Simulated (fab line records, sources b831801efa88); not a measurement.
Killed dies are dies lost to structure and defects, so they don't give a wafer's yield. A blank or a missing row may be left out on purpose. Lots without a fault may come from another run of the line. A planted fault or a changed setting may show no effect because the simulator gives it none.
A struck lot beside a sound one | flow sky130 | 15 steps out of a route of 708
Sound: wafers L899.1, L899.5, L899.6. Struck: wafers L901.1, L901.4, L901.5. The cause comes at the end.
At each step with rows: each side's tool, then ch and its chambers, then its first start. Under that, the readings that differ: sound wafers | struck wafers | difference of the means | sigmas: that difference in standard deviations of wafers without a fault.
alike: readings whose means differ by less than 2 such deviations, and words and numbers that are the same on both sides. not compared: withheld readings, readings that some wafer has no value for, bounds like >300 that may hide the same value, and numbers for which the record gives no deviation and whose values overlap.
The two part at a step that has a row with sigmas, a row that says differs or no value, or rows on one side only. Numbers that don't overlap but have no deviation are shown without sigmas and don't part them. A reading that every wafer of one side lacks parts them only if that side has two wafers or more.

first, 9 steps without rows for these wafers: SKY_CAPM_CLEAN_17 (cleans in O3/DIW); SKY_METAL3_DEHYDRATE_05 (time 60 s); SKY_METAL3_HMDS_06 (prime time 60 s); SKY_METAL3_COAT_07 (resist thk 60 nm); SKY_METAL3_COAT_08 (resist thk 1140 nm); SKY_METAL3_SOFTBAKE_09 (time 90 s); SKY_METAL3_EXPOSE_10 (exposes mask MM3, target cd 300 nm); SKY_METAL3_PEB_11; SKY_METAL3_DEVELOP_12 (develop time 60 s).
SKY_METAL3_CD_MEAS_13: target cd 300 nm.
  sound on cd_sem-01, day 42 00:55; struck on cd_sem-02, day 42 05:04
  alike: cd_nm
SKY_METAL3_OVL_MEAS_14:
  sound on overlay-02, day 42 01:02; struck on overlay-02, day 42 05:11
  alike: METAL3_OVL
SKY_METAL3_DESCUM_15: chemistry O2, time 8 s.
  sound on rie_metal-03 ch 1, day 42 01:04; struck on rie_metal-04 ch 1, day 42 05:13
  alike: drypump_motor_current_A, oes_product_au
  not compared: rf_hours_counter_h
SKY_METAL3_ETCH_16: etches BARC in N2/H2, stops on SiO2, time 88.2 s, target depth 60 nm.
  sound on rie_metal-03 ch 1, day 42 01:08; struck on rie_metal-04 ch 1, day 42 05:17
  reading                 | sound             | struck            | difference | sigmas
  model.METAL3.cd_nm (nm) | 301.4 302.5 301.7 | 305.5 304.9 306.4 | +3.7       |
  alike: drypump_motor_current_A, oes_product_au, throttle_valve_pct
  not compared: rf_hours_counter_h, model.KrF-thick_of_METAL3_COAT_08.thk_nm
SKY_METAL3_ETCH_17: etches SiO2 in C4F8/O2/Ar, stops on TiN, time 3.9 s, target depth 15 nm.
  sound on rie_diel-02 ch 0,1,2, day 42 01:19; struck on rie_diel-04 ch 1,2,3, day 42 05:28
  reading                 | sound             | struck            | difference | sigmas
  model.METAL3.cd_nm (nm) | 301.4 302.5 301.7 | 305.5 304.9 306.5 | +3.8       |
  alike: oes_product_au
SKY_METAL3_METAL_ETCH_18: etches the open film in Cl2/BCl3, stops on SiO2, target depth 845 nm, time 183.1 s.
  sound on rie_metal-04 ch 1, day 42 01:20; struck on rie_metal-03 ch 1, day 42 05:29
  reading               | sound             | struck            | difference | sigmas
  oes_product_au (a.u.) | 0.875 0.875 0.873 | 0.852 0.863 0.862 | -0.015     | -2
  alike: drypump_motor_current_A, throttle_valve_pct
  not compared: rf_hours_counter_h

WHERE THEY PART
Only at SKY_METAL3_METAL_ETCH_18, within this record.

WHY: what the simulator had put in
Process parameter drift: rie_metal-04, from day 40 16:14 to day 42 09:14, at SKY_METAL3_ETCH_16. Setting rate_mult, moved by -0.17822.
